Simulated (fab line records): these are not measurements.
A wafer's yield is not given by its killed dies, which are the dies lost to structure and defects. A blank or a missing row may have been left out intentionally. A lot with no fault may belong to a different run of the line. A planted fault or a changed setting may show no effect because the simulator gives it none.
2 desks looking at one fault / flow sky130 / every desk sees just its own numbers, and what lay behind them comes last

## FOR THE TOOL OWNER'S DESK: implanter-01
For each lot that ran on this tool, the mean over its sampled wafers that have a number, from the tool's own readings at SKY_GATE_OXIDE_IMPLANT_11. If a lot's mean is further than 4 standard deviations from the usual mean, the lot is out of limits and carries the mark OUT (the distance appears in the brackets).
Columns: A = dose ions cm2 at SKY_GATE_OXIDE_IMPLANT_11, usual 2.5992e+12; B = faraday current uA at SKY_GATE_OXIDE_IMPLANT_11, usual 14.66
lot=L235; first seen here=day 13 22:12; A=2.5978e+12; B=14.46
lot=L236; first seen here=day 14 05:37; A=2.5967e+12; B=14.80
lot=L243; first seen here=day 17 20:32; A=2.9856e+12 (+99 or more) OUT; B=16.81 (+7.4) OUT
lot=L247; first seen here=day 18 09:34; A=2.9827e+12 (+99 or more) OUT; B=17.21 (+8.8) OUT
lot=L253; first seen here=day 20 19:19; A=2.5983e+12; B=14.47
lot=L256; first seen here=day 21 19:47; A=2.5978e+12; B=14.61
This desk's verdict: out of limits on L243, L247, starting with L243 at day 17 20:32 (dose ions cm2 at SKY_GATE_OXIDE_IMPLANT_11). L235, L236, L253, L256: within limits.

## AT THE METROLOGY DESK
What the gauges read for every lot (on any tool): the sampled wafers with a number, averaged. If a lot's mean is further than 4 standard deviations from the usual mean, the lot is out of limits and carries the mark OUT (the distance appears in the brackets).
Columns: A = VT_ADJUST_LVTN_2_TW at SKY_VT_ADJUST_LVTN_TW_MEAS_21, usual 188.5; B = VT_ADJUST_NCORE_TW at SKY_VT_ADJUST_NCORE_TW_MEAS_11, usual 219.4; C = GATE_OXIDE_TW at SKY_GATE_OXIDE_TW_MEAS_14, usual 225.9
lot=L235; first seen here=day 7 21:38; A=189.8; B=218.0; C=225.4
lot=L236; first seen here=day 8 01:42; A=190.8; B=221.4; C=227.1
lot=L237; first seen here=day 8 17:59; A=186.8; B=219.4; C=225.2
lot=L238; first seen here=day 8 21:56; A=187.5; B=218.7; C=224.8
lot=L243; first seen here=day 10 18:29; A=190.0; B=219.8; C=238.4 (+6.6) OUT
lot=L247; first seen here=day 11 10:07; A=188.6; B=220.4; C=234.2 (+4.4) OUT
lot=L248; first seen here=day 11 15:20; A=190.0; B=220.6; C=223.7
lot=L251; first seen here=day 12 14:46; A=188.1; B=221.3; C=224.6
lot=L253; first seen here=day 13 09:08; A=188.8; B=220.0; C=225.4
lot=L255; first seen here=day 13 20:46; A=188.5; B=221.1; C=224.9
lot=L256; first seen here=day 14 01:32; A=187.1; B=220.8; C=228.9
lot=L257; first seen here=day 14 07:26; A=187.9; B=219.5; C=225.2
Per this desk, out of limits: L243, L247; the first was L243, day 17 20:54 (GATE_OXIDE_TW at SKY_GATE_OXIDE_TW_MEAS_14). L235, L236, L237, L238, L248, L251, L253, L255, L256, L257: within limits.

## TAKEN TOGETHER
The tool owner's desk could have raised an alarm at day 17 20:32, on L243, L247.
On L243, L247, the metrology desk was in a position to raise an alarm at day 17 20:54.
SKY_GATE_OXIDE_IMPLANT_11 was run on implanter-01 by each of the lots named.

## WHAT THE SIMULATOR PUT IN
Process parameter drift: implanter-01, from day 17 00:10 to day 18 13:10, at SKY_GATE_OXIDE_IMPLANT_11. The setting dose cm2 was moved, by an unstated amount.
Struck lots among those shown: L243, L247.
Time in hours from fault onset to the first out-of-limits reading at each desk: tool owner's desk 20, metrology desk 21.
